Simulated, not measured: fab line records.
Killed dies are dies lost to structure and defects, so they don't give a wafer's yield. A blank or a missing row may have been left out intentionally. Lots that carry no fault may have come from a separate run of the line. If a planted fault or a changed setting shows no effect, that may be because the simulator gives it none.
Comparing a struck lot with a sound one / flow gf180mcu / 16 steps out of a route of 602
Sound: the wafers L506.1, L506.4, L506.5. Struck: wafer L513.3 (left out: L513.4, L513.6 of the same lot, which were not struck); the cause appears at the end.
Order at every step that has rows: each side's tool, ch and its chambers, its first start. Under that, the readings that differ: sound wafers / struck wafers / difference of the means / sigmas: that difference in standard deviations of wafers without a fault.
alike: words and numbers the same on both sides, and readings whose means are apart by under 2 such deviations; not compared: readings that were withheld, readings missing a value for some wafer, numbers with overlapping values and no deviation given by the record, and bounds like >300 which may hide the same value.
Wherever a step has rows on one side only, a row that says differs or no value, or a row with sigmas, the two part there. Numbers that have no deviation but don't overlap get no sigmas and don't part them. A reading missing from all wafers of one side parts the sides only when that side holds two or more wafers.

GF_M2_SPUTTER_04: material TiN, target thk 50 nm, time 41.7 s.
  sound on pvd_sputter-03 at day 18 09:49; struck on pvd_sputter-03 at day 21 00:29
  alike: throttle_valve_pct
GF_M2_RS_MEAS_05: the measuring method here is four-point-probe.
  sound on film_metro-01 at day 18 09:52; struck on film_metro-03 at day 21 00:34
  alike: M2_ALCU_RS
GF_M2_THK_MEAS_06: measures by xrf.
  sound on film_metro-01 at day 18 09:59; struck on film_metro-03 at day 21 00:40
  alike: M2_ALCU_THK
then, 3 steps without rows for these wafers: GF_M2_DEHYDRATE_07 (time 60 s); GF_M2_HMDS_08 (prime time 60 s); GF_M2_COAT_09 (resist thk 1000 nm).
GF_M2_SOFTBAKE_10: time 62.93 s.
  sound on litho_track-02 ch 0, day 18 21:58; struck on litho_track-03 ch 0, day 21 11:59
  alike: plate_sensor_t_centre_C, plate_sensor_t_edge_C
then, 3 steps without rows for these wafers: GF_M2_EXPOSE_11 (exposes mask Metal2, target cd 280 nm); GF_M2_PEB_12 (peb time 90 s); GF_M2_DEVELOP_13 (develop time 60 s).
GF_M2_CD_MEAS_14: target cd 280 nm.
  sound on cd_sem-02 at day 19 09:55; struck on cd_sem-02 at day 22 00:00
  alike: cd_nm
GF_M2_OVL_MEAS_15:
  sound on overlay-01 at day 19 10:02; struck on overlay-02 at day 22 00:06
  alike: M2_OVL
GF_M2_METAL_ETCH_16: etches the open film in Cl2/BCl3, stops on SiO2, target depth 750.8 nm, time 125.1 s.
  sound on rie_metal-01 ch 0,1, day 19 10:04; struck on rie_metal-01 ch 0, day 22 00:10
reading=bias_w (W); sound=140.0 139.6 140.7; struck=178.8; difference=+38.7; sigmas=+97
reading=model.KrF_of_M2_COAT_09.thk_nm (nm); sound=683.6 682.8 682.7; struck=657.9; difference=-25.1; sigmas=
  alike: drypump_motor_current_A, mfc_cl2_sccm, oes_product_au, throttle_valve_pct
  not compared: rf_hours_counter_h
GF_M2_STRIP_17: strips in O2/N2.
  sound on plasma_asher-01 ch 0,1, day 19 10:12; struck on plasma_asher-04 ch 0, day 22 00:17
reading=oes_product_au (a.u.); sound=0.543 0.538 0.539; struck=0.529; difference=-0.011; sigmas=-2
reading=strip_time_to_endpoint_s (s); sound=7.38 7.36 7.35; struck=7.12; difference=-0.24; sigmas=-6
  alike: drypump_motor_current_A, heater_power_w
  not compared: rf_hours_counter_h
then, 1 step without rows for these wafers: GF_M2_STRIP_18 (strips in post etch residue remover, time 1200 s).
-- the record jumps here: 9 days lie between the struck wafers' starts before and after (it left off in module M2 and takes up again in module PASSIVATION, whose first step shown is number 602 of the route) --
GF_PASSIVATION_PROBE_99:
  only the struck wafers here have rows in the record (prober-01, day 31 03:47); the sound ones have none

== WHERE THEY PART ==
At GF_M2_METAL_ETCH_16 first; at GF_PASSIVATION_PROBE_99 last (within this record only).

WHY: whatever the simulator had introduced
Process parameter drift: rie_metal-01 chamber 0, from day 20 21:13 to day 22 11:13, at GF_M2_METAL_ETCH_16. From 140, the setting bias_w moved by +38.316. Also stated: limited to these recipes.
